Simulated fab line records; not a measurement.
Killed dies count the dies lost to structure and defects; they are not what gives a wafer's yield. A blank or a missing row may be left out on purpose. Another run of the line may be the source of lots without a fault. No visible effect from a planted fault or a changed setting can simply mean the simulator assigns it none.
fab line records / flow sfq_line
record: lots: 14 wafers: 41 last_day: 82
route steps=325 shown INCOMING@1 I0@43 M2@100 M3@119
lots that met no fault: taken from a fault-free run of the same line
start_h: hours from the record's first day to the start of the lot's first wafer shown / wait_h: time in hours since the lot's previous step / " identical to the entry in the row above / L1.1+2: a single row standing in for several wafers / - no value, or no start given / * or withheld: withheld / < > ~ a bound
route shown NAME@n: a module of which the file shows steps, and the number in the route of the first / usual: mean/standard deviation of fault-free wafers / same: alike in all rows / chamber/n: place in a boat / sites: per-site readings / _std_site: the values' standard deviation / _edge_site: inner sites' mean taken away from outer sites' mean / radius_mm: how far each site lies from the wafer's centre / mask NAME#n: copy n / behind: the last tool/chamber to shape the wafer / hold: why the lot went on hold/how many hours it stayed there/how the hold came to an end / device: which transistor (n, p or np) failed to switch / end of line: the tests these same wafers got at the end of their route / where a step has no rows: the recipe by itself / killed: dies that structure and defects cost at the first sort, which is not the same as the wafer's yield / map: a wafer's dies, marking killed ones x, the rest . and places with no die _
set.NAME: the run value of the setting; set.NAME@STEP: its run value at that earlier step / model.NAME: the simulator's own value behind a step, which no gauge read
steps of the route over a sample of lots; a table a step, a row a wafer
services: the hour from which a tool's chamber was out of use, counted from the record's first day as start_h (under 0 if before that day), plus the number of hours and why
== steps ==
step: SFQ_INCOMING_BOW_MEAS_900
recipe: mode: bow
usual: INCOMING_BOW: 0/6.7
lot.wafer=L775.1 tool=film_metro-03 chamber=- start_h=10.00 wait_h=- INCOMING_BOW[um]=6
lot.wafer=L775.2 tool=film_metro-03 chamber=- start_h=10.00 wait_h=- INCOMING_BOW[um]=3
lot.wafer=L775.5 tool=film_metro-03 chamber=- start_h=10.00 wait_h=- INCOMING_BOW[um]=2
lot.wafer=L777.2 tool=film_metro-03 chamber=- start_h=20.02 wait_h=- INCOMING_BOW[um]=3
lot.wafer=L777.4 tool=film_metro-03 chamber=- start_h=20.02 wait_h=- INCOMING_BOW[um]=-7
lot.wafer=L777.6 tool=film_metro-03 chamber=- start_h=20.02 wait_h=- INCOMING_BOW[um]=2
lot.wafer=L778.3 tool=film_metro-01 chamber=- start_h=25.04 wait_h=- INCOMING_BOW[um]=7
lot.wafer=L778.4 tool=film_metro-01 chamber=- start_h=25.04 wait_h=- INCOMING_BOW[um]=-2
lot.wafer=L778.6 tool=film_metro-01 chamber=- start_h=25.04 wait_h=- INCOMING_BOW[um]=6
lot.wafer=L779.1 tool=film_metro-01 chamber=- start_h=30.00 wait_h=- INCOMING_BOW[um]=4
lot.wafer=L779.2 tool=film_metro-01 chamber=- start_h=30.00 wait_h=- INCOMING_BOW[um]=-4
lot.wafer=L779.6 tool=film_metro-01 chamber=- start_h=30.00 wait_h=- INCOMING_BOW[um]=-1
lot.wafer=L782.2 tool=film_metro-03 chamber=- start_h=45.02 wait_h=- INCOMING_BOW[um]=-3
lot.wafer=L782.3 tool=film_metro-03 chamber=- start_h=45.02 wait_h=- INCOMING_BOW[um]=-6
lot.wafer=L782.6 tool=film_metro-03 chamber=- start_h=45.02 wait_h=- INCOMING_BOW[um]=5
lot.wafer=L783.2 tool=film_metro-02 chamber=- start_h=50.02 wait_h=- INCOMING_BOW[um]=9
lot.wafer=L783.3 tool=film_metro-02 chamber=- start_h=50.02 wait_h=- INCOMING_BOW[um]=0
lot.wafer=L783.4 tool=film_metro-02 chamber=- start_h=50.02 wait_h=- INCOMING_BOW[um]=9
lot.wafer=L784.4 tool=film_metro-02 chamber=- start_h=55.06 wait_h=- INCOMING_BOW[um]=12
lot.wafer=L784.5 tool=film_metro-02 chamber=- start_h=55.06 wait_h=- INCOMING_BOW[um]=-3
lot.wafer=L784.6 tool=film_metro-02 chamber=- start_h=55.06 wait_h=- INCOMING_BOW[um]=8
lot.wafer=L785.1 tool=film_metro-02 chamber=- start_h=60.00 wait_h=- INCOMING_BOW[um]=9
lot.wafer=L785.3 tool=film_metro-02 chamber=- start_h=60.00 wait_h=- INCOMING_BOW[um]=1
lot.wafer=L785.6 tool=film_metro-02 chamber=- start_h=60.00 wait_h=- INCOMING_BOW[um]=-2
lot.wafer=L786.2 tool=film_metro-03 chamber=- start_h=65.02 wait_h=- INCOMING_BOW[um]=-10
lot.wafer=L786.5 tool=film_metro-03 chamber=- start_h=65.02 wait_h=- INCOMING_BOW[um]=-4
lot.wafer=L786.6 tool=film_metro-03 chamber=- start_h=65.02 wait_h=- INCOMING_BOW[um]=10
lot.wafer=L787.1 tool=film_metro-01 chamber=- start_h=70.00 wait_h=- INCOMING_BOW[um]=-2
lot.wafer=L787.3 tool=film_metro-01 chamber=- start_h=70.00 wait_h=- INCOMING_BOW[um]=8
lot.wafer=L787.4 tool=film_metro-01 chamber=- start_h=70.00 wait_h=- INCOMING_BOW[um]=5
lot.wafer=L788.3 tool=film_metro-02 chamber=- start_h=75.04 wait_h=- INCOMING_BOW[um]=1
lot.wafer=L788.4 tool=film_metro-02 chamber=- start_h=75.04 wait_h=- INCOMING_BOW[um]=6
lot.wafer=L788.5 tool=film_metro-02 chamber=- start_h=75.04 wait_h=- INCOMING_BOW[um]=-12
lot.wafer=L793.1 tool=film_metro-01 chamber=- start_h=100.00 wait_h=- INCOMING_BOW[um]=-12
lot.wafer=L793.2 tool=film_metro-01 chamber=- start_h=100.00 wait_h=- INCOMING_BOW[um]=-5
lot.wafer=L793.3 tool=film_metro-01 chamber=- start_h=100.00 wait_h=- INCOMING_BOW[um]=-14
lot.wafer=L794.1 tool=film_metro-02 chamber=- start_h=105.00 wait_h=- INCOMING_BOW[um]=-6
lot.wafer=L794.6 tool=film_metro-02 chamber=- start_h=105.00 wait_h=- INCOMING_BOW[um]=-3
lot.wafer=L798.2 tool=film_metro-03 chamber=- start_h=125.02 wait_h=- INCOMING_BOW[um]=6
lot.wafer=L798.3 tool=film_metro-03 chamber=- start_h=125.02 wait_h=- INCOMING_BOW[um]=-2
lot.wafer=L798.4 tool=film_metro-03 chamber=- start_h=125.02 wait_h=- INCOMING_BOW[um]=-9
step: SFQ_TRILAYER_I0_DEP_PECVD_027
recipe: material: SiO2 temp_c: 150 time_s: 111.11 pressure_torr: 2.4 rf_w: 183.3 precursor: SiH4/N2O target_thk_nm: 500
usual: heater_power_w: 83/16 run_length_s: 139.0/0.52 throttle_valve_pct: 24.6/0.95
lot.wafer=L775.1 tool=pecvd-02 chamber=0 start_h=111.83 wait_h=0.0 heater_power_w=107 run_length_s=139.6 throttle_valve_pct=23.9
lot.wafer=L775.2 tool=pecvd-02 chamber=1 start_h=111.83 wait_h=0.0 heater_power_w=88 run_length_s=139.1 throttle_valve_pct=24.9
lot.wafer=L775.5 tool=pecvd-02 chamber=1 start_h=111.83 wait_h=0.0 heater_power_w=69 run_length_s=139.2 throttle_valve_pct=24.8
lot.wafer=L777.2 tool=pecvd-01 chamber=0 start_h=119.03 wait_h=0.0 heater_power_w=63 run_length_s=138.6 throttle_valve_pct=22.8
lot.wafer=L777.4 tool=pecvd-01 chamber=1 start_h=119.03 wait_h=0.0 heater_power_w=70 run_length_s=138.5 throttle_valve_pct=25.2
lot.wafer=L777.6 tool=pecvd-01 chamber=0 start_h=119.03 wait_h=0.0 heater_power_w=69 run_length_s=138.7 throttle_valve_pct=22.6
lot.wafer=L778.3 tool=pecvd-02 chamber=2 start_h=126.25 wait_h=0.0 heater_power_w=82 run_length_s=138.7 throttle_valve_pct=24.1
lot.wafer=L778.4 tool=pecvd-02 chamber=0 start_h=126.25 wait_h=0.0 heater_power_w=101 run_length_s=139.4 throttle_valve_pct=24.1
lot.wafer=L778.6 tool=pecvd-02 chamber=2 start_h=126.25 wait_h=0.0 heater_power_w=86 run_length_s=138.8 throttle_valve_pct=24.2
lot.wafer=L779.1 tool=pecvd-04 chamber=0 start_h=136.99 wait_h=0.0 heater_power_w=91 run_length_s=139.0 throttle_valve_pct=26.6
lot.wafer=L779.2 tool=pecvd-04 chamber=2 start_h=136.99 wait_h=0.0 heater_power_w=104 run_length_s=138.4 throttle_valve_pct=25.3
lot.wafer=L779.6 tool=pecvd-04 chamber=1 start_h=136.99 wait_h=0.0 heater_power_w=90 run_length_s=138.0 throttle_valve_pct=25.4
lot.wafer=L782.2 tool=pecvd-02 chamber=2 start_h=158.69 wait_h=0.0 heater_power_w=87 run_length_s=138.5 throttle_valve_pct=24.1
lot.wafer=L782.3 tool=pecvd-02 chamber=0 start_h=158.69 wait_h=0.0 heater_power_w=96 run_length_s=140.2 throttle_valve_pct=23.8
lot.wafer=L782.6 tool=pecvd-02 chamber=1 start_h=158.69 wait_h=0.0 heater_power_w=76 run_length_s=138.8 throttle_valve_pct=24.6
lot.wafer=L783.2 tool=pecvd-01 chamber=0 start_h=163.51 wait_h=0.0 heater_power_w=57 run_length_s=138.9 throttle_valve_pct=22.9
lot.wafer=L783.3 tool=pecvd-01 chamber=1 start_h=163.51 wait_h=0.0 heater_power_w=72 run_length_s=138.9 throttle_valve_pct=25.4
lot.wafer=L783.4 tool=pecvd-01 chamber=2 start_h=163.51 wait_h=0.0 heater_power_w=96 run_length_s=139.5 throttle_valve_pct=24.2
lot.wafer=L784.4 tool=pecvd-02 chamber=1 start_h=171.94 wait_h=0.0 heater_power_w=70 run_length_s=139.2 throttle_valve_pct=24.8
lot.wafer=L784.5 tool=pecvd-02 chamber=0 start_h=171.94 wait_h=0.0 heater_power_w=95 run_length_s=139.3 throttle_valve_pct=24.1
lot.wafer=L784.6 tool=pecvd-02 chamber=2 start_h=171.94 wait_h=0.0 heater_power_w=79 run_length_s=138.6 throttle_valve_pct=24.4
lot.wafer=L785.1 tool=pecvd-01 chamber=0 start_h=175.51 wait_h=0.0 heater_power_w=71 run_length_s=139.3 throttle_valve_pct=23.3
lot.wafer=L785.3 tool=pecvd-01 chamber=2 start_h=175.51 wait_h=0.0 heater_power_w=99 run_length_s=139.5 throttle_valve_pct=24.1
lot.wafer=L785.6 tool=pecvd-01 chamber=2 start_h=175.51 wait_h=0.0 heater_power_w=102 run_length_s=139.6 throttle_valve_pct=24.2
lot.wafer=L786.2 tool=pecvd-01 chamber=2 start_h=218.91 wait_h=0.0 heater_power_w=102 run_length_s=139.8 throttle_valve_pct=24.8
lot.wafer=L786.5 tool=pecvd-01 chamber=1 start_h=218.91 wait_h=0.0 heater_power_w=66 run_length_s=138.8 throttle_valve_pct=25.9
lot.wafer=L786.6 tool=pecvd-01 chamber=0 start_h=218.91 wait_h=0.0 heater_power_w=70 run_length_s=138.6 throttle_valve_pct=23.3
lot.wafer=L787.1 tool=pecvd-02 chamber=0 start_h=224.93 wait_h=0.0 heater_power_w=102 run_length_s=139.2 throttle_valve_pct=24.0
lot.wafer=L787.3 tool=pecvd-02 chamber=2 start_h=224.93 wait_h=0.0 heater_power_w=83 run_length_s=138.7 throttle_valve_pct=24.0
lot.wafer=L787.4 tool=pecvd-02 chamber=1 start_h=224.93 wait_h=0.0 heater_power_w=80 run_length_s=138.9 throttle_valve_pct=24.9
lot.wafer=L788.3 tool=pecvd-02 chamber=2 start_h=232.11 wait_h=0.0 heater_power_w=85 run_length_s=138.9 throttle_valve_pct=24.4
lot.wafer=L788.4 tool=pecvd-02 chamber=2 start_h=232.11 wait_h=0.0 heater_power_w=86 run_length_s=138.8 throttle_valve_pct=24.2
lot.wafer=L788.5 tool=pecvd-02 chamber=0 start_h=232.11 wait_h=0.0 heater_power_w=102 run_length_s=139.6 throttle_valve_pct=23.9
lot.wafer=L793.1 tool=pecvd-01 chamber=2 start_h=274.45 wait_h=0.0 heater_power_w=93 run_length_s=139.6 throttle_valve_pct=24.6
lot.wafer=L793.2 tool=pecvd-01 chamber=0 start_h=274.45 wait_h=0.0 heater_power_w=68 run_length_s=138.5 throttle_valve_pct=23.4
lot.wafer=L793.3 tool=pecvd-01 chamber=1 start_h=274.45 wait_h=0.0 heater_power_w=57 run_length_s=138.3 throttle_valve_pct=25.6
lot.wafer=L794.1 tool=pecvd-01 chamber=2 start_h=279.66 wait_h=0.0 heater_power_w=92 run_length_s=140.5 throttle_valve_pct=24.8
lot.wafer=L794.6 tool=pecvd-01 chamber=0 start_h=279.66 wait_h=0.0 heater_power_w=70 run_length_s=134.6 throttle_valve_pct=23.8
lot.wafer=L798.2 tool=pecvd-01 chamber=1 start_h=303.78 wait_h=0.0 heater_power_w=70 run_length_s=134.4 throttle_valve_pct=26.0
lot.wafer=L798.3 tool=pecvd-01 chamber=0 start_h=303.78 wait_h=0.0 heater_power_w=72 run_length_s=139.5 throttle_valve_pct=24.0
lot.wafer=L798.4 tool=pecvd-01 chamber=2 start_h=303.78 wait_h=0.0 heater_power_w=97 run_length_s=140.0 throttle_valve_pct=25.0
step: SFQ_TRILAYER_M2_ETCH_METAL_ETCH_060
recipe: target: Nb stop_on: SiO2 mask_material: PR chemistry: Cl2/Ar target_depth_nm: 240 icp_w: 600 bias_w: 80 pressure_mtorr: 10 time_s: 120
usual: drypump_motor_current_A: 5.4/0.51 oes_product_au: 0.893/0.0066
lot.wafer=L775.1 tool=rie_metal-03 chamber=1 start_h=524.11 wait_h=0.0 drypump_motor_current_A=4.9 oes_product_au=0.903 rf_hours_counter_h=52
lot.wafer=L775.2 tool=rie_metal-03 chamber=0 start_h=524.11 wait_h=0.0 drypump_motor_current_A=6.1 oes_product_au=0.901 rf_hours_counter_h=25
lot.wafer=L775.5 tool=rie_metal-03 chamber=1 start_h=524.11 wait_h=0.0 drypump_motor_current_A=5.0 oes_product_au=0.901 rf_hours_counter_h=-
lot.wafer=L777.2 tool=rie_metal-03 chamber=1 start_h=538.81 wait_h=0.0 drypump_motor_current_A=5.0 oes_product_au=0.889 rf_hours_counter_h=54
lot.wafer=L777.4 tool=rie_metal-03 chamber=0 start_h=538.81 wait_h=0.0 drypump_motor_current_A=6.1 oes_product_au=0.899 rf_hours_counter_h=-
lot.wafer=L777.6 tool=rie_metal-03 chamber=0 start_h=538.81 wait_h=0.0 drypump_motor_current_A=6.0 oes_product_au=0.903 rf_hours_counter_h=-
lot.wafer=L778.3 tool=rie_metal-02 chamber=1 start_h=540.05 wait_h=0.1 drypump_motor_current_A=5.6 oes_product_au=0.899 rf_hours_counter_h=-
lot.wafer=L778.4 tool=rie_metal-02 chamber=0 start_h=540.05 wait_h=0.1 drypump_motor_current_A=6.4 oes_product_au=0.893 rf_hours_counter_h=-
lot.wafer=L778.6 tool=rie_metal-02 chamber=1 start_h=540.05 wait_h=0.1 drypump_motor_current_A=5.6 oes_product_au=0.900 rf_hours_counter_h=-
lot.wafer=L779.1 tool=rie_metal-04 chamber=1 start_h=549.98 wait_h=0.0 drypump_motor_current_A=5.0 oes_product_au=0.888 rf_hours_counter_h=10
lot.wafer=L779.2 tool=rie_metal-04 chamber=0 start_h=549.98 wait_h=0.0 drypump_motor_current_A=5.2 oes_product_au=0.887 rf_hours_counter_h=94
lot.wafer=L779.6 tool=rie_metal-04 chamber=1 start_h=549.98 wait_h=0.0 drypump_motor_current_A=5.0 oes_product_au=0.886 rf_hours_counter_h=-
lot.wafer=L782.2 tool=rie_metal-04 chamber=1 start_h=577.22 wait_h=0.0 drypump_motor_current_A=5.0 oes_product_au=0.888 rf_hours_counter_h=14
lot.wafer=L782.3 tool=rie_metal-04 chamber=0 start_h=577.22 wait_h=0.0 drypump_motor_current_A=5.3 oes_product_au=0.885 rf_hours_counter_h=-
lot.wafer=L782.6 tool=rie_metal-04 chamber=1 start_h=577.22 wait_h=0.0 drypump_motor_current_A=5.0 oes_product_au=0.892 rf_hours_counter_h=-
lot.wafer=L783.2 tool=rie_metal-03 chamber=1 start_h=585.02 wait_h=0.0 drypump_motor_current_A=5.0 oes_product_au=0.885 rf_hours_counter_h=60
lot.wafer=L783.3 tool=rie_metal-03 chamber=1 start_h=585.02 wait_h=0.0 drypump_motor_current_A=4.9 oes_product_au=0.892 rf_hours_counter_h=-
lot.wafer=L783.4 tool=rie_metal-03 chamber=0 start_h=585.02 wait_h=0.0 drypump_motor_current_A=6.1 oes_product_au=0.887 rf_hours_counter_h=-
lot.wafer=L784.4 tool=rie_metal-04 chamber=0 start_h=598.02 wait_h=0.1 drypump_motor_current_A=5.3 oes_product_au=0.890 rf_hours_counter_h=-
lot.wafer=L784.5 tool=rie_metal-04 chamber=1 start_h=598.02 wait_h=0.1 drypump_motor_current_A=5.0 oes_product_au=0.903 rf_hours_counter_h=-
lot.wafer=L784.6 tool=rie_metal-04 chamber=0 start_h=598.02 wait_h=0.1 drypump_motor_current_A=5.3 oes_product_au=0.899 rf_hours_counter_h=-
lot.wafer=L785.1 tool=rie_metal-03 chamber=1 start_h=603.98 wait_h=0.0 drypump_motor_current_A=5.0 oes_product_au=0.888 rf_hours_counter_h=62
lot.wafer=L785.3 tool=rie_metal-03 chamber=0 start_h=603.98 wait_h=0.0 drypump_motor_current_A=6.1 oes_product_au=0.893 rf_hours_counter_h=-
lot.wafer=L785.6 tool=rie_metal-03 chamber=1 start_h=603.98 wait_h=0.0 drypump_motor_current_A=4.9 oes_product_au=0.883 rf_hours_counter_h=-
lot.wafer=L786.2 tool=rie_metal-04 chamber=0 start_h=790.83 wait_h=0.0 drypump_motor_current_A=5.3 oes_product_au=0.893 rf_hours_counter_h=125
lot.wafer=L786.5 tool=rie_metal-04 chamber=0 start_h=790.83 wait_h=0.0 drypump_motor_current_A=5.3 oes_product_au=0.891 rf_hours_counter_h=-
lot.wafer=L786.6 tool=rie_metal-04 chamber=1 start_h=790.83 wait_h=0.0 drypump_motor_current_A=5.0 oes_product_au=0.889 rf_hours_counter_h=-
lot.wafer=L787.1 tool=rie_metal-04 chamber=0 start_h=805.23 wait_h=0.0 drypump_motor_current_A=5.2 oes_product_au=0.907 rf_hours_counter_h=128
lot.wafer=L787.3 tool=rie_metal-04 chamber=1 start_h=805.23 wait_h=0.0 drypump_motor_current_A=5.0 oes_product_au=0.891 rf_hours_counter_h=-
lot.wafer=L787.4 tool=rie_metal-04 chamber=0 start_h=805.23 wait_h=0.0 drypump_motor_current_A=5.3 oes_product_au=0.895 rf_hours_counter_h=-
lot.wafer=L788.3 tool=rie_metal-02 chamber=0 start_h=815.24 wait_h=0.1 drypump_motor_current_A=6.5 oes_product_au=0.892 rf_hours_counter_h=-
lot.wafer=L788.4 tool=rie_metal-02 chamber=1 start_h=815.24 wait_h=0.1 drypump_motor_current_A=5.6 oes_product_au=0.900 rf_hours_counter_h=-
lot.wafer=L788.5 tool=rie_metal-02 chamber=1 start_h=815.24 wait_h=0.1 drypump_motor_current_A=5.6 oes_product_au=0.895 rf_hours_counter_h=-
lot.wafer=L793.1 tool=rie_metal-02 chamber=0 start_h=881.57 wait_h=0.0 drypump_motor_current_A=6.4 oes_product_au=0.892 rf_hours_counter_h=98
lot.wafer=L793.2 tool=rie_metal-02 chamber=1 start_h=881.57 wait_h=0.0 drypump_motor_current_A=5.6 oes_product_au=0.894 rf_hours_counter_h=90
lot.wafer=L793.3 tool=rie_metal-02 chamber=1 start_h=881.57 wait_h=0.0 drypump_motor_current_A=5.6 oes_product_au=0.887 rf_hours_counter_h=-
lot.wafer=L794.1 tool=rie_metal-03 chamber=1 start_h=892.37 wait_h=0.0 drypump_motor_current_A=5.0 oes_product_au=0.895 rf_hours_counter_h=99
lot.wafer=L794.6 tool=rie_metal-03 chamber=0 start_h=892.37 wait_h=0.0 drypump_motor_current_A=6.1 oes_product_au=0.884 rf_hours_counter_h=-
lot.wafer=L798.2 tool=rie_metal-04 chamber=1 start_h=898.37 wait_h=0.0 drypump_motor_current_A=5.0 oes_product_au=0.892 rf_hours_counter_h=55
lot.wafer=L798.3 tool=rie_metal-04 chamber=1 start_h=898.37 wait_h=0.0 drypump_motor_current_A=5.0 oes_product_au=0.894 rf_hours_counter_h=-
lot.wafer=L798.4 tool=rie_metal-04 chamber=0 start_h=898.37 wait_h=0.0 drypump_motor_current_A=5.2 oes_product_au=0.897 rf_hours_counter_h=-
step: SFQ_TRILAYER_M3_DEP_SPUTTER_073
recipe: material: Nb base_pressure_pa: 1.33e-06 chamber_pressure_pa: 0.1333 substrate_temp_c: 20 resputter_cathode_voltage_v: 400 target_thk_nm: 200 power_w: 2000 time_s: 133.3
usual: throttle_valve_pct: 30.1/0.92
lot.wafer=L775.1 tool=pvd_sputter-05 chamber=- start_h=686.87 wait_h=0.0 throttle_valve_pct=29.6
lot.wafer=L775.2 tool=pvd_sputter-05 chamber=- start_h=686.87 wait_h=0.0 throttle_valve_pct=29.2
lot.wafer=L775.5 tool=pvd_sputter-05 chamber=- start_h=686.87 wait_h=0.0 throttle_valve_pct=29.6
lot.wafer=L777.2 tool=pvd_sputter-06 chamber=- start_h=697.45 wait_h=0.0 throttle_valve_pct=29.3
lot.wafer=L777.4 tool=pvd_sputter-06 chamber=- start_h=697.45 wait_h=0.0 throttle_valve_pct=30.1
lot.wafer=L777.6 tool=pvd_sputter-06 chamber=- start_h=697.45 wait_h=0.0 throttle_valve_pct=29.5
lot.wafer=L778.3 tool=pvd_sputter-05 chamber=- start_h=701.80 wait_h=0.0 throttle_valve_pct=30.2
lot.wafer=L778.4 tool=pvd_sputter-05 chamber=- start_h=701.80 wait_h=0.0 throttle_valve_pct=32.0
lot.wafer=L778.6 tool=pvd_sputter-05 chamber=- start_h=701.80 wait_h=0.0 throttle_valve_pct=31.5
lot.wafer=L779.1 tool=pvd_sputter-06 chamber=- start_h=712.60 wait_h=0.0 throttle_valve_pct=29.9
lot.wafer=L779.2 tool=pvd_sputter-06 chamber=- start_h=712.60 wait_h=0.0 throttle_valve_pct=29.3
lot.wafer=L779.6 tool=pvd_sputter-06 chamber=- start_h=712.60 wait_h=0.0 throttle_valve_pct=31.5
lot.wafer=L782.2 tool=pvd_sputter-06 chamber=- start_h=718.73 wait_h=0.0 throttle_valve_pct=31.3
lot.wafer=L782.3 tool=pvd_sputter-06 chamber=- start_h=718.73 wait_h=0.0 throttle_valve_pct=30.0
lot.wafer=L782.6 tool=pvd_sputter-06 chamber=- start_h=718.73 wait_h=0.0 throttle_valve_pct=28.9
lot.wafer=L783.2 tool=pvd_sputter-05 chamber=- start_h=719.93 wait_h=0.0 throttle_valve_pct=29.6
lot.wafer=L783.3 tool=pvd_sputter-05 chamber=- start_h=719.93 wait_h=0.0 throttle_valve_pct=30.0
lot.wafer=L783.4 tool=pvd_sputter-05 chamber=- start_h=719.93 wait_h=0.0 throttle_valve_pct=29.3
lot.wafer=L784.4 tool=pvd_sputter-06 chamber=- start_h=721.13 wait_h=0.0 throttle_valve_pct=29.3
lot.wafer=L784.5 tool=pvd_sputter-06 chamber=- start_h=721.13 wait_h=0.0 throttle_valve_pct=30.0
lot.wafer=L784.6 tool=pvd_sputter-06 chamber=- start_h=721.13 wait_h=0.0 throttle_valve_pct=28.9
lot.wafer=L785.1 tool=pvd_sputter-05 chamber=- start_h=722.35 wait_h=0.0 throttle_valve_pct=29.8
lot.wafer=L785.3 tool=pvd_sputter-05 chamber=- start_h=722.35 wait_h=0.0 throttle_valve_pct=31.7
lot.wafer=L785.6 tool=pvd_sputter-05 chamber=- start_h=722.35 wait_h=0.0 throttle_valve_pct=30.0
lot.wafer=L786.2 tool=pvd_sputter-05 chamber=- start_h=799.39 wait_h=0.0 throttle_valve_pct=29.4
lot.wafer=L786.5 tool=pvd_sputter-05 chamber=- start_h=799.39 wait_h=0.0 throttle_valve_pct=31.9
lot.wafer=L786.6 tool=pvd_sputter-05 chamber=- start_h=799.39 wait_h=0.0 throttle_valve_pct=29.2
lot.wafer=L787.1 tool=pvd_sputter-06 chamber=- start_h=946.50 wait_h=0.0 throttle_valve_pct=31.1
lot.wafer=L787.3 tool=pvd_sputter-06 chamber=- start_h=946.50 wait_h=0.0 throttle_valve_pct=29.9
lot.wafer=L787.4 tool=pvd_sputter-06 chamber=- start_h=946.50 wait_h=0.0 throttle_valve_pct=29.3
lot.wafer=L788.3 tool=pvd_sputter-05 chamber=- start_h=954.90 wait_h=0.0 throttle_valve_pct=29.8
lot.wafer=L788.4 tool=pvd_sputter-05 chamber=- start_h=954.90 wait_h=0.0 throttle_valve_pct=31.9
lot.wafer=L788.5 tool=pvd_sputter-05 chamber=- start_h=954.90 wait_h=0.0 throttle_valve_pct=29.4
lot.wafer=L793.1 tool=pvd_sputter-05 chamber=- start_h=1011.30 wait_h=0.0 throttle_valve_pct=29.1
lot.wafer=L793.2 tool=pvd_sputter-05 chamber=- start_h=1011.30 wait_h=0.0 throttle_valve_pct=30.0
lot.wafer=L793.3 tool=pvd_sputter-05 chamber=- start_h=1011.30 wait_h=0.0 throttle_valve_pct=29.6
lot.wafer=L794.1 tool=pvd_sputter-05 chamber=- start_h=1030.25 wait_h=0.0 throttle_valve_pct=32.0
lot.wafer=L794.6 tool=pvd_sputter-05 chamber=- start_h=1030.25 wait_h=0.0 throttle_valve_pct=29.5
lot.wafer=L798.2 tool=pvd_sputter-04 chamber=- start_h=1039.96 wait_h=0.0 throttle_valve_pct=30.9
lot.wafer=L798.3 tool=pvd_sputter-04 chamber=- start_h=1039.96 wait_h=0.0 throttle_valve_pct=29.0
lot.wafer=L798.4 tool=pvd_sputter-04 chamber=- start_h=1039.96 wait_h=0.0 throttle_valve_pct=31.0
== services ==
tool=pecvd-01 chamber=2 start_h=111.50 hours=7.6 kind=repair
tool=pecvd-01 chamber=2 start_h=119.92 hours=5.4 kind=repair
tool=rie_metal-04 chamber=1 start_h=196.96 hours=9.6 kind=repair
tool=pecvd-02 chamber=- start_h=198.89 hours=0.4 kind=repair
tool=pecvd-01 chamber=- start_h=228.64 hours=14.6 kind=pm
tool=pecvd-02 chamber=1 start_h=261.42 hours=7.0 kind=repair
tool=pecvd-01 chamber=- start_h=264.54 hours=0.8 kind=repair
tool=pecvd-01 chamber=- start_h=273.11 hours=0.8 kind=repair
tool=pvd_sputter-05 chamber=- start_h=413.23 hours=1.2 kind=repair
tool=pvd_sputter-05 chamber=- start_h=426.64 hours=8.0 kind=repair
tool=pecvd-01 chamber=1 start_h=460.93 hours=20.1 kind=repair
tool=pvd_sputter-05 chamber=- start_h=463.92 hours=2.9 kind=repair
tool=pecvd-01 chamber=- start_h=487.78 hours=1.2 kind=repair
tool=pvd_sputter-05 chamber=- start_h=552.67 hours=10.8 kind=repair
tool=pvd_sputter-05 chamber=- start_h=595.01 hours=3.6 kind=repair
tool=pvd_sputter-05 chamber=- start_h=596.20 hours=8.8 kind=repair
tool=pvd_sputter-05 chamber=- start_h=615.37 hours=5.1 kind=repair
tool=pecvd-01 chamber=- start_h=709.41 hours=0.4 kind=repair
tool=pecvd-01 chamber=1 start_h=793.14 hours=9.6 kind=repair
tool=pvd_sputter-05 chamber=- start_h=827.66 hours=2.2 kind=repair
tool=pecvd-01 chamber=- start_h=850.81 hours=6.0 kind=pm
tool=pecvd-01 chamber=- start_h=902.29 hours=2.8 kind=pm
tool=pvd_sputter-05 chamber=- start_h=955.95 hours=3.6 kind=repair
tool=pecvd-01 chamber=- start_h=1037.86 hours=0.8 kind=pm
== key ==
first_sign: step: SFQ_TRILAYER_I0_DEP_PECVD_027 reading: run_length_s direction: down sigmas: 8.6 usual: * struck: *
effect none on later readings
met_at SFQ_TRILAYER_I0_DEP_PECVD_027
struck_lots L794,L798
struck_wafers L794.6,L798.2
not_acting_at SFQ_INCOMING_BOW_MEAS_900,SFQ_TRILAYER_M2_ETCH_METAL_ETCH_060,SFQ_TRILAYER_M3_DEP_SPUTTER_073
onset_between 274.45 279.66
fault: kind: process_parameter_drift tool: pecvd-01 chamber: - onset_h: 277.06 steps: SFQ_TRILAYER_I0_DEP_PECVD_027 channel: time_s offset: * shape: step end_h: 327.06 scope: struck_wafers_only acts_in: * stated: *
